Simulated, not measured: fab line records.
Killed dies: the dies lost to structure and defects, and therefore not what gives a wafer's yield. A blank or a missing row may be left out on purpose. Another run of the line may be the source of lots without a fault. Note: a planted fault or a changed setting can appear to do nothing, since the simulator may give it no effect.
Matching of chambers | flow gf180mcu | GF_V5_CMP_26 on cmp-01 has 4 sister chambers
The step polishes, stops on SiO2, t overpolish 15 s, target thk 0 nm. 18 wafers are shown with their chamber, then 9 later ones without.

## WAFERS WITH THEIR CHAMBER
wafer  | chamber | motor current A (A) | time to endpoint s (s) | overpolish run s (s)
L075.2 | 0       | 9.6                 | 86                     | 15.008
L075.4 | 2       | 9.9                 | 83                     | 14.983
L075.6 | 2       | 10.1                | 83                     | 15.001
L076.3 | 0       | 9.6                 | 86                     | 15.002
L076.4 | 2       | 9.7                 | 85                     | 15.015
L076.5 | 1       | 9.7                 | 85                     | 14.992
L079.2 | 3       | 10.5                | 87                     | 14.993
L079.3 | 0       | 9.5                 | 83                     | 15.014
L079.6 | 1       | 10.2                | 80                     | 14.996
L082.1 | 2       | 10.0                | 83                     | 14.992
L082.3 | 3       | 11.2                | 83                     | 15.006
L082.6 | 3       | 10.5                | 87                     | 14.990
L084.1 | 3       | 11.0                | 88                     | 15.009
L084.3 | 0       | 9.7                 | 88                     | 15.007
L084.5 | 0       | 9.5                 | 88                     | 14.999
L085.2 | 1       | 9.9                 | 81                     | 14.993
L085.4 | 2       | 10.2                | 85                     | 15.002
L085.6 | 3       | 10.6                | 87                     | 14.988

SIGNATURES, as means of the wafers listed above
reading            | chamber 0 | chamber 1 | chamber 2 | chamber 3 | scatter within a chamber
motor current A    | 9.580     | 9.933     | 9.980     | 10.760    | 0.226
time to endpoint s | 86.20     | 82.00     | 83.80     | 86.40     | 1.9
overpolish run s   | 15.00600  | 14.99367  | 14.99860  | 14.99720  | 0.00881
Rule: for a wafer and a chamber, the distance is found by dividing, reading by reading, the gap between the wafer's reading and the chamber's mean by the reading's scatter, squaring, summing and taking the root. The wafer belongs to the nearest chamber; if the next one is less than 2 further off, it can't be placed. The scatter is the square root of a quotient: the sum, over the shown wafers, of each reading's squared deviation from its chamber's mean, divided by wafers minus chambers.

## WAFERS WHOSE CHAMBER IS MISSING
wafer  | motor current A (A) | time to endpoint s (s) | overpolish run s (s)
L091.3 | 10.0                | 87                     | 14.997
L091.4 | 10.0                | 80                     | 14.988
L091.5 | 10.0                | 83                     | 15.002
L092.1 | 11.0                | 88                     | 15.012
L092.3 | 9.8                 | 82                     | 14.996
L092.5 | 9.7                 | 85                     | 15.002
L096.2 | 10.2                | 80                     | 15.007
L096.3 | 11.1                | 87                     | 15.002
L096.6 | 10.4                | 87                     | 15.007

## CHAMBER TAKEN BY EACH
wafer  | from the rows above               | in truth
L091.3 | can't be placed: 2 or 0 or 1 or 3 | 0
L091.4 | can't be placed: 1 or 2           | 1
L091.5 | can't be placed: 2 or 1 or 0      | 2
L092.1 | 3                                 | 3
L092.3 | can't be placed: 1 or 2           | 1
L092.5 | can't be placed: 0 or 2 or 1      | 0
L096.2 | can't be placed: 1 or 2           | 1
L096.3 | 3                                 | 3
L096.6 | can't be placed: 3 or 2 or 0 or 1 | 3
Correctly placed: 2 of 9. Not placeable from these rows: 7 (in 7, the candidates include the true chamber). Wrongly placed: 0.
